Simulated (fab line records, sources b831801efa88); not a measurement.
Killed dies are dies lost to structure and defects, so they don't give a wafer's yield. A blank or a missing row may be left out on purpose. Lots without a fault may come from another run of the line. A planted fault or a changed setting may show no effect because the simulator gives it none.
One fault seen from 2 desks | flow gf180mcu | each desk has only its own numbers; what lay behind them comes last

THE METROLOGY DESK
What the gauges read, lot by lot, whatever tool the lot ran on: means of the sampled wafers that have a number. A lot is out of limits, marked OUT, if its mean lies more than 4 standard deviations from the usual mean; the brackets give that distance.
Columns: A = MVSD_OVL at GF_MVSD_OVL_MEAS_07, usual 0.2 nm; B = V5_W_THK at GF_V5_THK_MEAS_25, usual 347 nm
lot  | first seen here | A    | B
L324 | day 4 09:47     | 0.3  | 347
L325 | day 4 14:49     | -0.2 | 342
L327 | day 5 05:07     | -0.6 | 348
L328 | day 5 10:28     | -0.2 | 351
L329 | day 5 18:57     | 0.7  | 346
L330 | day 5 22:59     | -2.4 | 346
L331 | day 6 04:41     | 0.4  | 343
L332 | day 6 11:38     | 0.1  | 342
L333 | day 6 14:37     | 1.6  | 351
L339 | day 8 05:52     | 0.3  | 352
L341 | day 8 12:26     | 0.4  | 354
L342 | day 8 20:46     | -0.4 | 357
L345 | day 9 13:06     | -0.3 | 343
L346 | day 9 17:38     | -0.2 | 351
L347 | day 9 23:17     | 1.6  | 346
This desk's finding: nothing out of limits on any of the 15 lots.

THE TOOL OWNER'S DESK: rie_si-02
The tool's own readings at GF_STI_ETCH_14 (etches Si in HBr/Cl2/O2, target depth 360 nm, time 102.9 s): means of the sampled wafers that have a number, for each lot that ran on this tool. A lot is out of limits, marked OUT, if its mean lies more than 4 standard deviations from the usual mean; the brackets give that distance.
Columns: A = drypump_motor_current_A at GF_STI_ETCH_14, usual 5.4 A; B = mfc_cl2_sccm at GF_STI_ETCH_14, usual 40.00 sccm; C = oes_product_au at GF_STI_ETCH_14, usual 0.996 a.u.; D = run_length_s at GF_STI_ETCH_14, usual 131.1 s; E = throttle_valve_pct at GF_STI_ETCH_14, usual 25.658 %
lot  | first seen here | A   | B     | C     | D               | E
L325 | day 2 07:43     | 5.5 | 39.99 | 0.994 | 130.9           | 25.666
L327 | day 2 17:02     | 4.9 | 40.04 | 0.994 | 131.0           | 25.658
L328 | day 2 22:55     | 5.4 | 40.06 | 0.996 | 131.1           | 25.657
L329 | day 3 04:58     | 5.4 | 39.99 | 0.993 | 131.2           | 25.662
L330 | day 3 10:25     | 5.4 | 40.00 | 0.985 | 131.2           | 25.671
L331 | day 3 14:29     | 5.3 | 40.00 | 0.993 | 131.0           | 25.659
L339 | day 5 07:06     | 6.1 | 39.87 | 0.984 | 105.8 (-63) OUT | 25.661
L341 | day 5 16:20     | 5.1 | 40.08 | 1.004 | 114.1 (-42) OUT | 25.658
L342 | day 6 00:42     | 5.3 | 40.02 | 0.993 | 114.5 (-41) OUT | 25.671
This desk's finding: out of limits on L339, L341, L342; first on L339, day 5 07:06 (run_length_s at GF_STI_ETCH_14). In limits: L325, L327, L328, L329, L330, L331.

PUT TOGETHER
The tool owner's desk could have raised an alarm at day 5 07:06, on L339, L341, L342.
The metrology desk saw nothing out of limits.
The metrology desk has L339, L341, L342 on record, within its limits.
Of the lots named, all ran GF_STI_ETCH_14 on rie_si-02.

WHAT THE SIMULATOR HAD PUT IN
Process parameter drift: rie_si-02, from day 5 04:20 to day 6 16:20, at GF_STI_ETCH_14. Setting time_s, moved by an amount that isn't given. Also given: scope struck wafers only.
Lots struck among those shown: L339, L341, L342.
Hours from the fault's start to each desk's first reading out of limits: the tool owner's desk, 3.
